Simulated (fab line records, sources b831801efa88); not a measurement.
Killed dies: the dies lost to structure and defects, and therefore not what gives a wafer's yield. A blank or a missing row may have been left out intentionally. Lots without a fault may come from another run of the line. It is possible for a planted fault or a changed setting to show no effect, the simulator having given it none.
2 desks looking at one fault + flow gf180mcu + what lay behind the numbers comes last; until then each desk has only its own

== THE METROLOGY DESK ==
What the gauges read, lot by lot, whatever tool the lot ran on: means of the sampled wafers that have a number. Marked OUT: a lot whose mean sits more than 4 standard deviations from the usual mean, which makes it out of limits; the brackets give that distance.
Columns: A = M4_OVL at GF_M4_OVL_MEAS_15, usual 2 nm
| lot  | first seen here | A  |
|------|-----------------|----|
| L809 | day 23 08:17    | 4  |
| L810 | day 23 18:04    | -1 |
| L811 | day 24 07:27    | 2  |
| L812 | day 24 11:08    | -4 |
| L813 | day 24 20:52    | 3  |
| L814 | day 25 05:44    | -1 |
| L816 | day 26 01:10    | 10 |
| L817 | day 26 02:47    | 12 |
| L820 | day 27 06:32    | -1 |
| L822 | day 27 14:11    | 3  |
| L823 | day 28 01:47    | -5 |
| L827 | day 29 03:17    | 10 |
| L828 | day 29 12:13    | -4 |
This desk found nothing out of limits on any of the 13 lots.

== DESK OF THE TOOL OWNER: pvdSputter-03 ==
The tool's own readings at GF_V3_SPUTTER_21 (material Ti, target thk 15 nm, time 80.02 s): means of the sampled wafers that have a number, for each lot that ran on this tool. Marked OUT: a lot whose mean sits more than 4 standard deviations from the usual mean, which makes it out of limits; the brackets give that distance.
Columns: A = throttleValvePct at GF_V3_SPUTTER_21, usual 29.8 %
| lot  | first seen here | A    |
|------|-----------------|------|
| L810 | day 22 17:47    | 29.3 |
| L811 | day 23 08:01    | 29.6 |
| L812 | day 23 12:14    | 31.6 |
| L813 | day 23 22:06    | 28.7 |
| L817 | day 25 04:46    | 31.2 |
| L822 | day 26 17:10    | 29.5 |
| L823 | day 27 04:59    | 29.7 |
| L827 | day 28 07:24    | 30.1 |
| L828 | day 28 16:30    | 29.7 |
This desk found nothing out of limits on any of the 9 lots.

== TAKEN TOGETHER ==
At the metrology desk, nothing out of limits was observed.
The desk of the tool owner found nothing out of limits.

== WHAT THE SIMULATOR PUT IN ==
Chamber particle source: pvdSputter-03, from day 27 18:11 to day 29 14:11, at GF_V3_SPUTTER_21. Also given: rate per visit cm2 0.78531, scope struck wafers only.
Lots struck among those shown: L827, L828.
